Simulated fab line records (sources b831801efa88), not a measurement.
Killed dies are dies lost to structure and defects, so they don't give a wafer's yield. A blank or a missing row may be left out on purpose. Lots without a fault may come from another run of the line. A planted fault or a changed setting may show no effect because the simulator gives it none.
Problem report in the 8D (eight disciplines) form, filled by code	flow gf180mcu	the parts of the form that need people (team, actions taken, sign-off) are left out

== 1. THE PROBLEM ==
TOP_METAL_ALCU_RS at GF_TOP_METAL_RS_MEAS_05 reads a mean of 0.0379 ohm/sq on 1 wafer of 1 lot; wafers without a fault read 0.0326 ohm/sq with a standard deviation of 0.00035. That is +15 standard deviations from the usual mean.
The step: measures by four-point-probe.
Earliest sighting: wafer L277.3 on filmMetro-03 at day 32 02:14. At this step, 33 wafers from 11 lots have a number in the record. The rule behind "out" and "out of limits": a value lying over 4 standard deviations away from the usual mean. The rest of the wafers with a number are treated as sound.

== 2. WHAT IT IS, AND WHAT IT ISN'T ==
question	is	is not
which readings at this step	TOP_METAL_ALCU_RS	-
which lots	L277	L262, L264, L266, L269, L270, L271, L282, L283, L284, L285
which wafers of those lots	L277.3	L277.1, L277.5
read on which gauges	filmMetro-03	filmMetro-01, filmMetro-04
when	from day 32 02:14	up to then (20 sound wafers); but 12 sound wafers of L282, L283, L284, L285 came after

== 3. SUSPECTS, AND WHAT RULES EACH OUT ==
Counting: a tool at a process step up to the reading stays a suspect if it ran every lot that is out. Sound lots after the first of them don't rule it out here, since some wafers of a struck lot are sound.
- the gauge at GF_TOP_METAL_RS_MEAS_05 is ruled out. All the wafers that are out were read on filmMetro-03, but those of them that GF_TOP_METAL_SPUTTER_02 has rows for are out there too, on other tools.
- plasmaAsher-01 at GF_MIM_STRIP_20 (strips in O2/N2): kept. It processed L277, the lot that is out, at day 30 11:16, and its most recent sound lot before then was L269 at day 27 19:41.
- pvdSputter-03 at GF_TOP_METAL_SPUTTER_02 (material AlCu, target thk 900 nm, time 47.82 s): kept. It processed L277, the lot that is out, at day 32 02:08, and its most recent sound lot before then was L271 at day 30 09:01. Its own cathodeDcPowerW readings are out on those wafers.
Remaining after the count are plasmaAsher-01 at GF_MIM_STRIP_20 and pvdSputter-03 at GF_TOP_METAL_SPUTTER_02.

== 4. THE CAUSE (what the simulator had put in) ==
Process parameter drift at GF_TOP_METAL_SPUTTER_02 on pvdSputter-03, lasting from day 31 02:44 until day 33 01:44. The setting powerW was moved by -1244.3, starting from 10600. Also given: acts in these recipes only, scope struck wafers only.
2 suspects survive the count, and this tool is in that group.

== 5. THE EFFECT CHAIN, in route order ==
Each row: a reading where the mean over the struck wafers with a number is more than 3 standard deviations away from the usual. Only readings for which the record gives a usual standard deviation are gone through. hours: the time from each lot's start at the first step in this table that gives one to its start at this step, as a median over the lots. sigmas: the change in usual standard deviations.
hours	step	reading	usual	on struck wafers	change	sigmas
0	GF_TOP_METAL_SPUTTER_02	cathodeDcPowerW	10600 W	9353	-1247	-99 or more
0	GF_TOP_METAL_RS_MEAS_05	TOP_METAL_ALCU_RS	0.0326 ohm/sq	0.0379	+0.0053	+15
0	GF_TOP_METAL_THK_MEAS_06	TOP_METAL_ALCU_THK	888 nm	767	-121	-12
Here are the process steps it includes:
- GF_TOP_METAL_SPUTTER_02: material AlCu, target thk 900 nm, time 47.82 s.

== 6. WHAT WOULD HAVE CAUGHT IT SOONER ==
In this record the first reading out of limits at a measuring or inspecting step was taken at day 32 02:14, 24 hours after the fault began at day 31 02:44.
At GF_TOP_METAL_SPUTTER_02, the tool's own readings (cathodeDcPowerW) were out on each struck wafer the step has a row for, so an alarm limit on them would have fired on the first such wafer.
All the lots that are out (1) had begun GF_TOP_METAL_SPUTTER_02 on pvdSputter-03 by day 32 02:14. Tool hold at that time: it would have spared none of them.
